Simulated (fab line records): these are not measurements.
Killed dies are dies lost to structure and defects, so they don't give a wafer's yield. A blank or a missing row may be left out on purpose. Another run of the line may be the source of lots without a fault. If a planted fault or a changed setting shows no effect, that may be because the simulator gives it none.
Matching of chambers :: flow gf180mcu :: GF_M1_STRIP_18 on wet_bench-01: 4 sister chambers
The step strips in post etch residue remover, time 1200 s. 4 wafers are shown with their chamber, then 7 later ones without.

== WAFERS WITH THEIR CHAMBER ==
wafer: L539.6
chamber: 1
bath_heat_duty_pct (%): 14.2

wafer: L540.6
chamber: 0
bath_heat_duty_pct (%): 16.5

wafer: L544.6
chamber: 2
bath_heat_duty_pct (%): 15.1

wafer: L555.4
chamber: 3
bath_heat_duty_pct (%): 14.4

== WAFERS WITH NO CHAMBER GIVEN ==
wafer: L555.6
bath_heat_duty_pct (%): 13.9

wafer: L560.2
bath_heat_duty_pct (%): 14.1

wafer: L560.5
bath_heat_duty_pct (%): 15.3

wafer: L560.6
bath_heat_duty_pct (%): 14.0

wafer: L561.3
bath_heat_duty_pct (%): 17.8

wafer: L561.4
bath_heat_duty_pct (%): 16.5

wafer: L561.6
bath_heat_duty_pct (%): 17.9

== WHICH CHAMBER EACH WENT THROUGH ==
wafer: L555.6
from the rows above: can't be placed: 1 or 3 or 2
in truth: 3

wafer: L560.2
from the rows above: can't be placed: 1 or 3 or 2
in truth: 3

wafer: L560.5
from the rows above: can't be placed: 2 or 3 or 1 or 0
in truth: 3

wafer: L560.6
from the rows above: can't be placed: 1 or 3 or 2
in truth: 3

wafer: L561.3
from the rows above: can't be placed: 0 or 2
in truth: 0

wafer: L561.4
from the rows above: can't be placed: 0 or 2
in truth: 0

wafer: L561.6
from the rows above: can't be placed: 0 or 2
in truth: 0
0 of 7 placed correctly. From these rows, 7 cannot be placed; in 7 the true chamber is one of the candidates. Placed wrongly: 0.
How it was worked out, from the rows above alone: a wafer's distance from a chamber is the root of the sum, over the readings, of the square of ((its reading less the chamber's mean) divided by the reading's scatter). If the next closest chamber is less than 2 further off than the closest, the wafer can't be placed; otherwise it belongs to the closest. A chamber's mean is the mean of its shown wafers. The scatter: with one shown wafer a chamber, the root of the mean of the squares of how far each hidden wafer lies from its nearest shown one.
